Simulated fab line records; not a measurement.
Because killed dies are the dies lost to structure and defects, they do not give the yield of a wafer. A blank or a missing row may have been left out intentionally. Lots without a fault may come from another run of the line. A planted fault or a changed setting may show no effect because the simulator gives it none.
Which tool was responsible? | flow sky130 | 13 lots with 39 wafers sampled at 6 steps, on a route of 708 steps

== WHAT THE GAUGES READ, wafer by wafer ==
SKY_FIELD_ISO_CD_MEAS_13 targets a cd of 150 nm.
lot  | measured    | on        | cd nm (nm)
L127 | day 2 05:34 | cd sem-02 | 147.7 149.1 148.4
L128 | day 2 10:19 | cd sem-01 | 150.6 149.8 151.2
L130 | day 2 21:52 | cd sem-02 | 149.6 148.7 149.1
L131 | day 3 02:16 | cd sem-02 | 152.0 151.0 152.3
L132 | day 3 06:48 | cd sem-02 | 148.8 149.2 148.0
L133 | day 3 10:58 | cd sem-02 | 149.8 148.7 149.3
L134 | day 3 16:44 | cd sem-02 | 149.5 149.4 149.4
L143 | day 5 15:28 | cd sem-01 | 151.4 149.2 151.8
L144 | day 5 23:01 | cd sem-01 | 148.2 148.1 148.3
L145 | day 6 02:07 | cd sem-02 | 149.1 148.2 150.0
L146 | day 6 08:31 | cd sem-01 | 149.9 150.7 149.3
L148 | day 6 18:14 | cd sem-02 | 151.1 151.9 150.6
L149 | day 6 22:44 | cd sem-01 | 150.3 149.6 148.4

SKY_NWELL_THK_MEAS_02.
lot  | measured    | on            | NWELL_OXIDATION_THK (nm)
L127 | day 2 13:33 | film metro-02 | 10.02 9.94 10.01
L128 | day 2 17:21 | film metro-03 | 10.15 10.08 10.12
L130 | day 3 06:55 | film metro-04 | 9.83 9.75 9.93
L131 | day 3 10:56 | film metro-04 | 9.89 9.97 10.02
L132 | day 3 14:13 | film metro-02 | 10.18 10.18 10.13
L133 | day 3 18:25 | film metro-02 | 10.30 10.01 10.16
L134 | day 4 01:19 | film metro-04 | 9.92 9.99 9.85
L143 | day 5 23:49 | film metro-04 | 9.82 9.82 9.75
L144 | day 6 05:29 | film metro-04 | 9.98 9.98 9.92
L145 | day 6 08:23 | film metro-03 | 10.36 10.50 10.53
L146 | day 6 14:43 | film metro-03 | 10.02 10.08 10.06
L148 | day 7 04:23 | film metro-02 | 10.25 10.37 10.25
L149 | day 7 06:40 | film metro-02 | 10.10 10.30 10.11

SKY_VT_ADJUST_HVTP_CD_MEAS_07 targets a cd of 380 nm.
lot  | measured     | on        | cd nm (nm)
L127 | day 6 02:19  | cd sem-01 | 382.7 381.7 382.5
L128 | day 6 06:57  | cd sem-01 | 377.8 377.9 376.3
L130 | day 6 22:04  | cd sem-02 | 381.2 378.7 380.0
L131 | day 7 05:12  | cd sem-02 | 377.2 379.3 377.7
L132 | day 7 08:28  | cd sem-02 | 379.6 383.1 383.0
L133 | day 7 13:25  | cd sem-01 | 378.3 380.3 380.4
L134 | day 7 20:32  | cd sem-01 | - - -
L143 | day 10 05:29 | cd sem-01 | 382.1 382.8 381.1
L144 | day 10 15:36 | cd sem-01 | 379.7 381.0 377.5
L145 | day 10 15:41 | cd sem-02 | 382.4 379.1 380.6
L146 | day 11 00:38 | cd sem-01 | 382.2 382.5 384.1
L148 | day 11 14:09 | cd sem-01 | 378.7 377.2 379.4
L149 | day 11 19:19 | cd sem-01 | 383.6 382.7 386.9

SKY_VT_ADJUST_HVTP_TW_MEAS_11.
lot  | measured     | on            | VT_ADJUST_HVTP_TW
L127 | day 6 02:43  | film metro-02 | 1379 1370 1369
L128 | day 6 07:21  | film metro-03 | 1362 1359 1358
L130 | day 6 22:26  | film metro-03 | 1356 1357 1364
L131 | day 7 05:36  | film metro-02 | 1366 1362 1366
L132 | day 7 08:51  | film metro-01 | 1352 1344 1346
L133 | day 7 13:49  | film metro-03 | 1358 1351 1351
L134 | day 7 20:55  | film metro-01 | 30 30 30
L143 | day 10 05:53 | film metro-01 | 1356 1358 1357
L144 | day 10 16:00 | film metro-03 | 1372 1367 1360
L145 | day 10 16:06 | film metro-03 | 1362 1366 1362
L146 | day 11 01:03 | film metro-03 | 1356 1350 1358
L148 | day 11 14:32 | film metro-03 | 1359 1364 1360
L149 | day 11 19:43 | film metro-02 | 1358 1366 1359

SKY_VT_ADJUST_LVTN_TW_MEAS_10.
lot  | measured     | on            | VT_ADJUST_LVTN_TW
L127 | day 6 21:52  | film metro-04 | 241.7 241.4 242.1
L128 | day 7 02:31  | film metro-02 | 243.9 243.8 244.5
L130 | day 7 18:50  | film metro-04 | 239.3 240.0 238.9
L131 | day 8 02:25  | film metro-04 | 241.8 240.4 240.3
L132 | day 8 05:27  | film metro-01 | 240.3 238.8 240.3
L133 | day 8 10:25  | film metro-04 | 239.8 241.1 240.5
L134 | day 8 17:03  | film metro-04 | 239.8 240.2 238.5
L143 | day 11 04:14 | film metro-01 | 242.4 242.4 240.6
L144 | day 11 13:29 | film metro-02 | 242.5 243.9 244.5
L145 | day 11 14:06 | film metro-01 | 240.4 241.7 241.2
L146 | day 12 00:01 | film metro-01 | 242.0 240.9 240.6
L148 | day 12 15:27 | film metro-02 | 244.4 246.0 243.9
L149 | day 12 20:52 | film metro-01 | 240.6 240.1 239.3

== WHICH TOOL RAN EACH LOT (tool, then ch and the chambers of the sampled wafers, then the start) ==
lot  | SKY_VT_ADJUST_HVTP_EXPOSE_04
L127 | iline stepper-02 ch 0, day 5 17:08
L128 | iline stepper-01 ch 0, day 5 21:17
L130 | iline stepper-01 ch 0, day 6 12:39
L131 | iline stepper-02 ch 0, day 6 19:32
L132 | iline stepper-01 ch 0, day 6 23:29
L133 | iline stepper-01 ch 0, day 7 04:17
L134 | iline stepper-01 ch 0, day 7 10:24
L143 | iline stepper-02 ch 0, day 9 18:32
L144 | iline stepper-01 ch 0, day 10 04:25
L145 | iline stepper-02 ch 0, day 10 04:59
L146 | iline stepper-01 ch 0, day 10 13:43
L148 | iline stepper-01 ch 0, day 11 03:46
L149 | iline stepper-02 ch 0, day 11 07:56
- SKY_VT_ADJUST_HVTP_EXPOSE_04: exposes mask HVTPM, target cd 380 nm.

== AS READ BY THE TOOLS THEMSELVES (means over the sampled wafers that have a number; for cases with no such wafer, the mark the record gives instead) ==
The record holds no such reading with a usual standard deviation.

== THE ANSWER, worked out from the rows above alone ==
Rule: the usual values come from the lots themselves. Put in order of their means at a reading, lots are off if they are a third of the lots or fewer, leave a main group of 4 or more, and stand apart from it by a gap of 3 or more times the standard deviation of the main group's means; of several such gaps the widest counts. A main group is skipped when, at the precision printed for the reading in the tables above, its means are all equal. Also off: a lot with no number at a reading for which 4 or more lots have one. Any other lot the step has rows for is counted as sound. The gauges are gone through in route order, then the tools' own readings, and for those a lot's mean is taken as printed above. The first step at which some lot is off is used, and at that step the reading that is off furthest; a lot without a number counts as furthest.
Off at SKY_VT_ADJUST_HVTP_CD_MEAS_07 (cd nm): L134. Without a number there: L134. Mean 380.6 nm and standard deviation 2.1 in the main group.
If a tool, at a process step before that reading, ran all the lots that are off and no sound lot after the first of them, it fits. Not tried: the gauges at SKY_VT_ADJUST_HVTP_CD_MEAS_07; whatever is off there is also off at SKY_VT_ADJUST_HVTP_TW_MEAS_11, on other tools, and gauge error can't account for it. None of those tried fits.

== WHAT THE SIMULATOR HAD INSERTED ==
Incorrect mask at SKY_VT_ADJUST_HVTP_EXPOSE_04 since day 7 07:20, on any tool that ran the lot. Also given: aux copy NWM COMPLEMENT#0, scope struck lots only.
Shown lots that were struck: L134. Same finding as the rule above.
